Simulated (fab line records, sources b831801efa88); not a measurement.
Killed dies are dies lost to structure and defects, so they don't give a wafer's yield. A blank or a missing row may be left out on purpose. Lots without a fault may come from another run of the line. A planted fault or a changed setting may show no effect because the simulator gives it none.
A struck lot beside a sound one | flow gf180mcu | 31 steps out of a route of 602
Sound: wafers L825.4, L825.5, L825.6. Struck: wafers L818.1, L818.3. (L818.4 of the same lot was not struck and is left out.) The cause comes at the end.
At each step with rows: each side's tool, then ch and its chambers, then its first start. Under that, the readings that differ: sound wafers | struck wafers | difference of the means | sigmas: that difference in standard deviations of wafers without a fault.
alike: readings whose means differ by less than 2 such deviations, and words and numbers that are the same on both sides. not compared: withheld readings, readings that some wafer has no value for, bounds like >300 that may hide the same value, and numbers for which the record gives no deviation and whose values overlap.
The two part at a step that has a row with sigmas, a row that says differs or no value, or rows on one side only. Numbers that don't overlap but have no deviation are shown without sigmas and don't part them. A reading that every wafer of one side lacks parts them only if that side has two wafers or more.

first, 9 steps without rows for these wafers: GF_M2_SOFTBAKE_10 (time 60 s); GF_M2_EXPOSE_11 (exposes mask Metal2, target cd 280 nm); GF_M2_PEB_12 (peb time 90 s); GF_M2_DEVELOP_13 (develop time 60 s); GF_M2_METAL_ETCH_16 (etches the open film in Cl2/BCl3, stops on SiO2, target depth 627.5 nm, time 104.6 s); GF_M2_STRIP_17 (strips in O2/N2); GF_M2_STRIP_18 (strips in post etch residue remover, time 1200 s); GF_M2_CLEAN_19 (cleans in DIW); GF_V2_CVD_00 (deposits SiO2, target thk 600 nm, time 100 s).
GF_V2_CVD_02: deposits SiO2 from TEOS, target thk 850 nm, time 94.851 s.
  sound on pecvd-03 ch 0,1,2, day 24 23:10; struck on pecvd-02 ch 0,2, day 22 22:22
  reading                             | sound           | struck      | difference | sigmas
  model.SiO2_of_V2_CVD_02.thk_nm (nm) | 863.1 850.4 865 | 270.1 271.9 | -588.5     |
  alike: heater_power_w
GF_V2_THK_MEAS_03:
  sound on film_metro-01, day 24 23:13; struck on film_metro-01, day 22 22:39
  reading            | sound       | struck  | difference | sigmas
  V2_CVD_02_THK (nm) | 863 851 865 | 270 272 | -589       | -54
  not compared: hold
GF_V2_CMP_04: polishes SiO2.
  sound on cmp-02 ch 0,1,3, day 24 23:24; struck on cmp-02 ch 1,3, day 23 16:22
  reading                | sound    | struck                                            | difference                   | sigmas
  hold                   | - - -    | await_dispo/6.8h/release await_dispo/6.8h/release | no value on the sound wafers |
  time_to_endpoint_s (s) | 89 84 87 | 11 15                                             | -74                          | -14
  alike: edge_zone_pressure_frac, motor_current_A, retaining_ring_pressure_frac
GF_V2_BOW_MEAS_05:
  sound on film_metro-02, day 24 23:37; struck on film_metro-02, day 23 17:05
  reading     | sound     | struck | difference                    | sigmas
  V2_BOW (um) | 88 100 99 | - -    | no value on the struck wafers |
  not compared: hold
then, 8 steps without rows for these wafers: GF_V2_HMDS_07 (prime time 60 s); GF_V2_COAT_08; GF_V2_COAT_09 (resist thk 1000 nm); GF_V2_SOFTBAKE_10 (time 60 s); GF_V2_EXPOSE_11 (exposes mask Via2, target cd 260 nm); GF_V2_PEB_12 (peb time 90 s); GF_V2_DEVELOP_13 (develop time 60 s); GF_V2_ETCH_16 (etches BARC in N2/H2).
GF_V2_ETCH_17: etches SiO2 in C4F8/O2/Ar, stops on TiN, target depth 630 nm.
  sound on rie_diel-03 ch 0,1,2; struck on rie_diel-01 ch 0,3
  reading                        | sound             | struck      | difference | sigmas
  oes_product_au (a.u.)          | 0.852 0.853 0.852 | 0.582 0.583 | -0.270     | -59
  model.V2.feature_depth_nm (nm) | 632.5 631.7 631   | 270.1 271.9 | -360.7     |
  model.etch.depth_nm (nm)       | 632.5 631.7 631   | 270.1 271.9 | -360.7     |
then, 6 steps without rows for these wafers: GF_V2_STRIP_18 (strips in O2/N2); GF_V2_STRIP_19 (strips in post etch residue remover, time 1200 s); GF_V2_CLEAN_20 (cleans in DIW); GF_V2_SPUTTER_21 (material Ti, target thk 15 nm, time 80.02 s); GF_V2_SPUTTER_22 (material TiN, target thk 10 nm, time 40 s); GF_V2_CVD_23 (deposits W, target thk 350 nm, time 104.94 s).
GF_V2_CMP_26: polishes, stops on SiO2, t overpolish 15 s, target thk 0 nm.
  sound on cmp-02 ch 0,3, day 25 22:16; struck on cmp-02 ch 1,3, day 23 22:35
  reading                             | sound             | struck      | difference | sigmas
  model.SiO2_of_V2_CVD_02.thk_nm (nm) | 628.7 627.9 627.3 | 266.3 268.2 | -360.7     |
  alike: edge_zone_pressure_frac, motor_current_A, overpolish_run_s, retaining_ring_pressure_frac, time_to_endpoint_s
then, 1 step without rows for these wafers: GF_M3_SPUTTER_00 (material Ti, target thk 37.5 nm, time 150 s).
-- the record jumps here: 8 days lie between the struck wafers' starts before and after (it left off in module M3 and takes up again in module PASSIVATION, whose first step shown is number 602 of the route) --
GF_PASSIVATION_PROBE_99:
  sound on prober-01, day 33 10:19; struck on prober-01, day 31 23:25
  reading                               | sound               | struck       | difference | sigmas
  model.etest.met3_comb.leak_log10_a_um | -10.7 -12.04 -10.69 | -7.252 -7.14 | +3.947     |
  model.etest.via2_chain.rc_ohm         | 6.469 6.409 5.935   | 5.324 5.306  | -0.956     |

WHERE THEY PART
First at GF_V2_THK_MEAS_03; last, within this record, at GF_V2_ETCH_17. Later steps at which nothing parts them and some readings are alike: GF_V2_CMP_26.

WHY: what the simulator had put in
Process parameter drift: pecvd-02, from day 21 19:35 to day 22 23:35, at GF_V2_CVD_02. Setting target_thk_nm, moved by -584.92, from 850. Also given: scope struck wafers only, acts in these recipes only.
